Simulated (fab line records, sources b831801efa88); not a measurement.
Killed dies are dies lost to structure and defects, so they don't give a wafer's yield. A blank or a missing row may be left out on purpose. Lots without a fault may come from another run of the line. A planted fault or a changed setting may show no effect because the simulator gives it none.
A struck lot beside a sound one | flow gf180mcu | 14 steps out of a route of 602
Sound: wafers L521.2, L521.5, L521.6. Struck: wafers L530.2, L530.4, L530.6. The cause comes at the end.
At each step with rows: each side's tool, then ch and its chambers, then its first start. Under that, the readings that differ: sound wafers | struck wafers | difference of the means | sigmas: that difference in standard deviations of wafers without a fault.
alike: readings whose means differ by less than 2 such deviations, and words and numbers that are the same on both sides. not compared: withheld readings, readings that some wafer has no value for, bounds like >300 that may hide the same value, and numbers for which the record gives no deviation and whose values overlap.
The two part at a step that has a row with sigmas, a row that says differs or no value, or rows on one side only. Numbers that don't overlap but have no deviation are shown without sigmas and don't part them. A reading that every wafer of one side lacks parts them only if that side has two wafers or more.

first, 5 steps without rows for these wafers: GF_M5_COAT_02 (resist thk 1000 nm); GF_M5_SOFTBAKE_03 (time 60 s); GF_M5_EXPOSE_04 (exposes mask Metal5, target cd 280 nm); GF_M5_PEB_05 (peb time 90 s); GF_M5_DEVELOP_06 (develop time 60 s).
GF_M5_CD_MEAS_07: target cd 280 nm.
  sound on cd_sem-02, day 27 06:25; struck on cd_sem-02, day 29 17:03
  alike: cd_nm
GF_M5_OVL_MEAS_08:
  sound on overlay-01, day 27 06:31; struck on overlay-01, day 29 17:10
  alike: M5_OVL
GF_M5_ETCH_09: etches Si3N4 in CF4/O2, target depth 52 nm, time 11.6 s.
  sound on rie_diel-02 ch 0,1,3, day 27 06:33; struck on rie_diel-04 ch 1,2,3, day 29 17:11
  alike: O2_flow_sccm, drypump_motor_current_A, oes_product_au, throttle_valve_pct
  not compared: rf_hours_counter_h
GF_M5_METAL_ETCH_10: etches the open film in Cl2/BCl3, stops on SiO2, target depth 627.5 nm, time 104.6 s.
  sound on rie_metal-04 ch 0,1, day 27 06:34; struck on rie_metal-04 ch 0,1, day 29 17:13
  alike: bcl3_flow_sccm, drypump_motor_current_A, oes_product_au, throttle_valve_pct
  not compared: rf_hours_counter_h
GF_M5_STRIP_11: strips in O2/N2.
  sound on plasma_asher-04 ch 0,1, day 27 06:41; struck on plasma_asher-04 ch 1, day 29 17:19
  alike: drypump_motor_current_A, heater_power_w, oes_product_au, strip_time_to_endpoint_s
  not compared: rf_hours_counter_h
then, 2 steps without rows for these wafers: GF_M5_STRIP_12 (strips in post etch residue remover, time 1200 s); GF_M5_CLEAN_13 (cleans in DIW).
GF_V5_CVD_00: deposits SiO2, target thk 300 nm, time 50 s.
  sound on hdpcvd-01 ch 0,2, day 27 07:13; struck on hdpcvd-02 ch 0,2, day 29 17:52
  no value came back on the struck wafers for pressure_mtorr (mTorr), run_length_s (s); on the sound wafers pressure_mtorr (mTorr) reads 6.000 6.000 6.004
GF_V5_CVD_02: deposits SiO2 from TEOS, target thk 1450 nm, time 163.28 s.
  sound on pecvd-04 ch 0,1, day 27 07:19; struck on pecvd-04 ch 1,2, day 29 17:59
  alike: heater_power_outer_w, heater_power_w

WHERE THEY PART
Only at GF_V5_CVD_00, within this record. Later steps at which nothing parts them and some readings are alike: GF_V5_CVD_02.

WHY: what the simulator had put in
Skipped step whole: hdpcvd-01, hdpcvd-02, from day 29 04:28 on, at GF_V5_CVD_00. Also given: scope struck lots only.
